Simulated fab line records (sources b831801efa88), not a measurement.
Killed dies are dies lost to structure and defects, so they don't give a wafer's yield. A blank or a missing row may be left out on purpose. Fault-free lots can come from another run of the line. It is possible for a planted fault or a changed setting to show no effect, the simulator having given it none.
Struck lot and sound lot, side by side / flow sky130 / 16 steps out of a route of 708
Sound: these wafers, L510.2, L510.4, L510.6. Wafers L516.1, L516.4, L516.5 were the ones struck. The cause is given at the end.
Order at every step that has rows: each side's tool, ch and its chambers, its first start. Under that, the readings that differ: sound wafers / struck wafers / difference of the means / sigmas: that difference in standard deviations of wafers without a fault.
alike: readings with means less than 2 such deviations apart, plus words and numbers identical on both sides. not compared: withheld readings, readings lacking a value on some wafer, bounds such as >300 that could conceal the same value, and numbers that have no deviation in the record and whose values overlap.
The two part at a step that has a row with sigmas, a row that says differs or no value, or rows on one side only. When numbers do not overlap yet have no deviation, they are printed without sigmas and do not part them. A reading that every wafer of one side lacks parts them only if that side has two wafers or more.

SKY_METAL1_THK_MEAS_06: measures by xrf.
  sound: filmMetro-03 at day 32 18:31; struck: filmMetro-01 at day 33 23:29
  alike: METAL1_ALCU_THK
then, 8 steps without rows for these wafers: SKY_METAL1_DEHYDRATE_07 (time 60 s); SKY_METAL1_HMDS_08 (prime time 60 s); SKY_METAL1_COAT_09 (resist thk 60 nm); SKY_METAL1_COAT_10 (resist thk 450 nm); SKY_METAL1_SOFTBAKE_11 (time 90 s); SKY_METAL1_EXPOSE_12 (exposes mask MM1, target cd 140 nm); SKY_METAL1_PEB_13; SKY_METAL1_DEVELOP_14 (develop time 60 s).
SKY_METAL1_CD_MEAS_15: target cd 140 nm.
  sound: cdSem-02 at day 33 20:31; struck: cdSem-02 at day 35 02:19
  alike: cdNm
SKY_METAL1_OVL_MEAS_16:
  sound: overlay-02 at day 33 20:37; struck: overlay-02 at day 35 02:26
  alike: METAL1_OVL
SKY_METAL1_DESCUM_17: chemistry O2, time 8 s.
  sound on rieMetal-01 ch 0,1, day 33 20:39; struck on rieMetal-03 ch 1, day 35 02:28
  alike: drypumpMotorCurrentA, oesProductAu
  not compared: rfHoursCounterH
SKY_METAL1_ETCH_18: etches BARC in N2/H2, stops on SiO2, time 45.9 s, target depth 60 nm.
  sound on rieMetal-01 ch 0,1, day 33 20:41; struck on rieMetal-03 ch 1, day 35 02:30
  no value came back on the struck wafers for any of 5 readings (biasW (W), chamberPressureMTorr (mTorr) and others); on the sound wafers biasW (W) reads 100.1 99.9 99.6
reading=model.KrF-thick_of_METAL1_COAT_10.thkNm (nm); sound=392.5 391.1 392.1; struck=435.3 436.8 435.8; difference=+44.1; sigmas=
  not compared: rfHoursCounterH
SKY_METAL1_METAL_ETCH_19: etches the open film in Cl2/BCl3, stops on SiO2, target depth 360 nm, time 78 s.
  sound on rieMetal-01 ch 0,1, day 33 20:44; struck on rieMetal-03 ch 1, day 35 02:34
reading=oesProductAu (a.u.); sound=0.856 0.856 0.848; struck=0.376 0.380 0.376; difference=-0.476; sigmas=-82
reading=model.KrF-thick_of_METAL1_COAT_10.thkNm (nm); sound=156.8 153.7 156.5; struck=204.9 206.2 204.7; difference=+49.6; sigmas=
  alike: bcl3FlowSccm, biasW, drypumpMotorCurrentA, throttleValvePct
  not compared: rfHoursCounterH
SKY_METAL1_STRIP_20: strips in O2/N2.
  sound on plasmaAsher-02 ch 0,1, day 33 20:50; struck on plasmaAsher-02 ch 0,1, day 35 02:39
reading=oesProductAu (a.u.); sound=0.344 0.339 0.340; struck=0.373 0.363 0.364; difference=+0.026; sigmas=+5
reading=stripTimeToEndpointS (s); sound=2.68 2.64 2.68; struck=3.19 3.22 3.19; difference=+0.53; sigmas=+7
  alike: drypumpMotorCurrentA
  not compared: rfHoursCounterH
then, 1 step without rows for these wafers: SKY_METAL1_STRIP_21 (strips in post etch residue remover, time 1200 s).

WHERE THEY PART
Earliest at SKY_METAL1_ETCH_18; latest, in this record, at SKY_METAL1_STRIP_20.

WHY: what the simulator had put in
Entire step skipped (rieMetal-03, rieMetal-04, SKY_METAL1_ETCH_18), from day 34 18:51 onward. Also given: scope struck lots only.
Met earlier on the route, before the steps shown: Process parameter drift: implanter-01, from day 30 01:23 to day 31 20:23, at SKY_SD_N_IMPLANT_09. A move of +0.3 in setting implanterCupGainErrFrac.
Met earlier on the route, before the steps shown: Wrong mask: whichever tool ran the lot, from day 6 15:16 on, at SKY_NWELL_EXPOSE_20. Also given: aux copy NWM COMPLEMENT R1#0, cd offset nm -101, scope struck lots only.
